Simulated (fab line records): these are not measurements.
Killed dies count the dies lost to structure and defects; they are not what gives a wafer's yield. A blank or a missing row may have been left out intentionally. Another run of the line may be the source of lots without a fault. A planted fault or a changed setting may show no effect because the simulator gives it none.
Chamber matching | flow sky130 | SKY_VIA2_CMP_24 on cmp-01: 4 sister chambers
The step polishes, stops on SiO2, t overpolish 20 s, target thk 0 nm. 4 wafers are shown with their chamber, then 12 later ones without.

== WAFERS PAIRED WITH THEIR CHAMBERS ==
wafer  | chamber | motor current A (A)
L091.1 | 1       | 10.5
L094.1 | 2       | 10.3
L094.5 | 0       | 11.8
L094.6 | 3       | 10.7

== WAFERS WITHOUT THEIR CHAMBER ==
wafer  | motor current A (A)
L093.1 | 11.0
L093.2 | 11.6
L093.6 | 10.1
L096.1 | 10.7
L096.3 | 9.9
L096.4 | 10.4
L097.1 | 11.2
L097.3 | 11.0
L097.5 | 11.4
L097.2 | 10.3
L097.4 | 9.9
L097.6 | 9.9

== CHAMBER TAKEN BY EACH ==
wafer  | from the rows above               | in truth
L093.1 | can't be placed: 3 or 1 or 2 or 0 | 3
L093.2 | 0                                 | 0
L093.6 | can't be placed: 2 or 1 or 3      | 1
L096.1 | can't be placed: 3 or 1 or 2      | 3
L096.3 | can't be placed: 2 or 1 or 3      | 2
L096.4 | can't be placed: 1 or 2 or 3      | 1
L097.1 | can't be placed: 3 or 0 or 1 or 2 | 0
L097.3 | can't be placed: 3 or 1 or 2 or 0 | 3
L097.5 | can't be placed: 0 or 3 or 1      | 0
L097.2 | can't be placed: 2 or 1 or 3      | 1
L097.4 | can't be placed: 2 or 1 or 3      | 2
L097.6 | can't be placed: 2 or 1 or 3      | 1
Correct placement for 1 of the 12. Not placeable from these rows: 11 (in 11, the candidates include the true chamber). Wrongly placed: 0.
How it was worked out, from the rows above alone: a wafer's distance from a chamber is the root of the sum, over the readings, of the square of ((its reading less the chamber's mean) divided by the reading's scatter). The wafer belongs to the nearest chamber; if the next one is less than 2 further off, it can't be placed. A chamber's mean is the mean of its shown wafers. The scatter: with one shown wafer a chamber, the root of the mean of the squares of how far each hidden wafer lies from its nearest shown one.
